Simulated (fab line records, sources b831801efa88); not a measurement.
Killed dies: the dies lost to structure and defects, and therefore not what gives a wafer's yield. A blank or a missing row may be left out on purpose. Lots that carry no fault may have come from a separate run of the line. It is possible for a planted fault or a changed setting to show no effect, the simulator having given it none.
The tool behind it: which one?	flow sfqLine	14 lots, 42 wafers sampled, at 5 steps of a route of 325

== WHAT THE GAUGES SHOWED, per wafer ==
Not one reading of a measure or inspect step in the record can be checked against a usual standard deviation.

== EACH LOT AND THE TOOL THAT RAN IT (in order: tool; ch and the chambers of the sampled wafers; start) ==
lot	SFQ_TRILAYER_JJ_CE_METRO_MEASURE_117	SFQ_TRILAYER_JJ_CE_STRIP_STRIP_120	SFQ_TRILAYER_M5_LITHO_COAT_128	SFQ_TRILAYER_M5_BARC_OPEN_METAL_ETCH_161	SFQ_TRILAYER_A5B_CMP_CMP_130
L950	cdSem-02, day 60 12:43	rieMetal-03 ch 0,1, day 60 14:37	lithoTrack-04 ch 0, day 60 15:34	rieMetal-03 ch 0,1, day 60 17:50	cmp-01 ch 0,1, day 60 19:47
L951	cdSem-01, day 60 16:19	rieMetal-02 ch 0,1, day 60 18:13	lithoTrack-03 ch 0, day 60 19:10	rieMetal-04 ch 0,1, day 60 22:19	cmp-02 ch 0,2,3, day 61 02:03
L952	cdSem-02, day 60 21:19	rieMetal-03 ch 1, day 60 23:01	lithoTrack-03 ch 0, day 60 23:50	rieMetal-04 ch 0,1, day 61 07:49	cmp-01 ch 0,1,2, day 61 13:17
L953	cdSem-01, day 61 04:31	rieMetal-03 ch 0,1, day 61 06:13	lithoTrack-03 ch 0, day 61 07:02	rieMetal-04 ch 0,1, day 61 13:49	cmp-02 ch 2,3, day 61 17:03
L954	cdSem-02, day 62 09:07	rieMetal-04 ch 0,1, day 62 11:03	lithoTrack-01 ch 0, day 62 11:50	rieMetal-03 ch 0,1, day 62 16:32	cmp-02 ch 0,1, day 62 18:10
L956	cdSem-02, day 62 15:19	rieMetal-02 ch 0, day 62 17:01	lithoTrack-04 ch 0, day 62 17:50	rieMetal-01 ch 0,1, day 62 22:32	cmp-02 ch 0,2, day 63 02:40
L957	cdSem-01, day 63 20:20	rieMetal-02 ch 0, day 63 22:05	lithoTrack-04 ch 0, day 63 22:54	rieMetal-04 ch 0,1, day 68 08:38	cmp-02 ch 0,1,3, day 68 10:16
L959	cdSem-01, day 64 00:08	rieMetal-04 ch 1, day 64 02:02	lithoTrack-01 ch 0, day 64 03:07	rieMetal-01 ch 0,1, day 68 13:28	cmp-02 ch 0,1, day 68 15:04
L960	cdSem-02, day 64 01:20	rieMetal-02 ch 0,1, day 64 03:32	lithoTrack-03 ch 0, day 64 04:13	rieMetal-03 ch 0,1, day 68 14:40	cmp-02 ch 0,1,2, day 68 18:04
L963	cdSem-02, day 64 08:32	rieMetal-04 ch 1, day 64 10:26	lithoTrack-04 ch 0, day 64 11:31	rieMetal-03 ch 0,1, day 69 00:16	cmp-01 ch 0,3, day 69 01:22
L964	cdSem-01, day 64 16:32	rieMetal-03 ch 0,1, day 64 18:26	lithoTrack-04 ch 0, day 64 19:13	rieMetal-04 ch 0,1, day 69 06:14	cmp-01 ch 0,1,2, day 69 08:22
L966	cdSem-01, day 64 21:20	rieMetal-02 ch 0,1, day 64 23:14	lithoTrack-01 ch 0, day 65 00:01	rieMetal-04 ch 0,1, day 69 14:07	cmp-02 ch 0,1,2, day 69 15:14
L967	cdSem-02, day 64 22:32	rieMetal-04 ch 0,1, day 65 00:29	lithoTrack-03 ch 0, day 65 01:15	rieMetal-03 ch 0,1, day 69 15:19	cmp-02 ch 1,2,3, day 69 18:14
L970	cdSem-01, day 65 22:59	rieMetal-04 ch 0,1, day 66 00:41	lithoTrack-03 ch 0, day 66 01:31	rieMetal-03 ch 0,1, day 70 15:16	cmp-01 ch 0,1,2, day 70 16:23
- SFQ_TRILAYER_JJ_CE_METRO_MEASURE_117
- SFQ_TRILAYER_JJ_CE_STRIP_STRIP_120: strips in O2.
- SFQ_TRILAYER_M5_LITHO_COAT_128: resist thk 62 nm.
- SFQ_TRILAYER_M5_BARC_OPEN_METAL_ETCH_161: etches BARC in O2, target depth 125 nm, time 41.7 s.
- SFQ_TRILAYER_A5B_CMP_CMP_130: polishes, stops on Nb, target thk 340.7 nm.

== WHAT THE TOOLS THEMSELVES READ (means of the sampled wafers that have a number; where no wafer has one, the mark that the record gives instead) ==
SFQ_TRILAYER_JJ_CE_METRO_MEASURE_117.
lot	tool	cdNm (nm)
L950	cdSem-02	700.0
L951	cdSem-01	703.7
L952	cdSem-02	699.1
L953	cdSem-01	702.3
L954	cdSem-02	699.6
L956	cdSem-02	701.3
L957	cdSem-01	699.4
L959	cdSem-01	698.1
L960	cdSem-02	701.3
L963	cdSem-02	703.2
L964	cdSem-01	700.2
L966	cdSem-01	700.0
L967	cdSem-02	698.6
L970	cdSem-01	699.6

SFQ_TRILAYER_JJ_CE_STRIP_STRIP_120.
lot	tool	drypumpMotorCurrentA (A)	oesProductAu (a.u.)
L950	rieMetal-03	5.94	0.997
L951	rieMetal-02	5.70	0.995
L952	rieMetal-03	5.95	1.014
L953	rieMetal-03	5.94	1.016
L954	rieMetal-04	5.54	1.015
L956	rieMetal-02	5.65	1.009
L957	rieMetal-02	5.65	0.999
L959	rieMetal-04	5.82	1.013
L960	rieMetal-02	5.72	0.997
L963	rieMetal-04	5.84	1.003
L964	rieMetal-03	5.95	0.984
L966	rieMetal-02	5.72	0.992
L967	rieMetal-04	5.28	0.995
L970	rieMetal-04	5.29	0.992

SFQ_TRILAYER_M5_BARC_OPEN_METAL_ETCH_161.
lot	tool	drypumpMotorCurrentA (A)	oesProductAu (a.u.)
L950	rieMetal-03	5.9	0.689
L951	rieMetal-04	5.5	0.685
L952	rieMetal-04	5.3	0.683
L953	rieMetal-04	5.5	0.686
L954	rieMetal-03	6.0	0.686
L956	rieMetal-01	6.2	0.692
L957	rieMetal-04	5.3	0.684
L959	rieMetal-01	6.2	0.686
L960	rieMetal-03	5.9	0.686
L963	rieMetal-03	6.0	0.717
L964	rieMetal-04	5.3	0.719
L966	rieMetal-04	5.5	0.681
L967	rieMetal-03	5.9	0.688
L970	rieMetal-03	6.0	0.686

SFQ_TRILAYER_A5B_CMP_CMP_130.
lot	tool	motorCurrentA (A)	platenRpm (rpm)
L950	cmp-01	9.7	60.02
L951	cmp-02	9.6	59.99
L952	cmp-01	9.1	60.00
L953	cmp-02	9.3	60.01
L954	cmp-02	10.9	60.00
L956	cmp-02	9.8	59.98
L957	cmp-02	10.4	59.99
L959	cmp-02	11.0	59.99
L960	cmp-02	10.4	59.97
L963	cmp-01	9.9	60.01
L964	cmp-01	9.0	59.99
L966	cmp-02	10.1	59.96
L967	cmp-02	9.9	60.01
L970	cmp-01	9.2	59.97

== THE ANSWER, worked out from the rows above alone ==
Rule: usual is defined by the lots themselves. The widest of any qualifying gaps counts: lots, ordered by their means at a reading, are off when they make up no more than a third of the lots, leave a main group of 4 or more, and stand apart from it by 3 or more times the standard deviation of that group's means. If all means in a main group match to the digits the tables above print for the reading, that group is not used. A lot without any number at a reading at which 4 lots or more have one is off too. Any other lot the step has rows for is counted as sound. Order of review: gauges by route order, followed by the tools' own readings, for which a lot's mean as printed above is used. At the first step where some lot is off, the reading lying furthest off is the one used; lots without a number count as furthest.
Off, at SFQ_TRILAYER_M5_BARC_OPEN_METAL_ETCH_161 on oesProductAu: L963, L964. For the main group the mean is 0.686 a.u. and the standard deviation 0.0027.
A tool fits if, at that step or a process step before it, it ran every lot that is off, and no sound lot after the first of them. One fits: lithoTrack-04 at SFQ_TRILAYER_M5_LITHO_COAT_128. Its last sound lot is L957 (day 63 22:54), its first lot that is off L963 (day 64 11:31): a fault that began between those two fits.

== WHAT THE SIMULATOR HAD PUT IN ==
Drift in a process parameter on lithoTrack-04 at SFQ_TRILAYER_M5_LITHO_COAT_128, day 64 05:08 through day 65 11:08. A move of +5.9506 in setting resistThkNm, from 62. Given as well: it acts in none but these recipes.
Shown lots that were struck: L963, L964. The rule above reached the same finding.
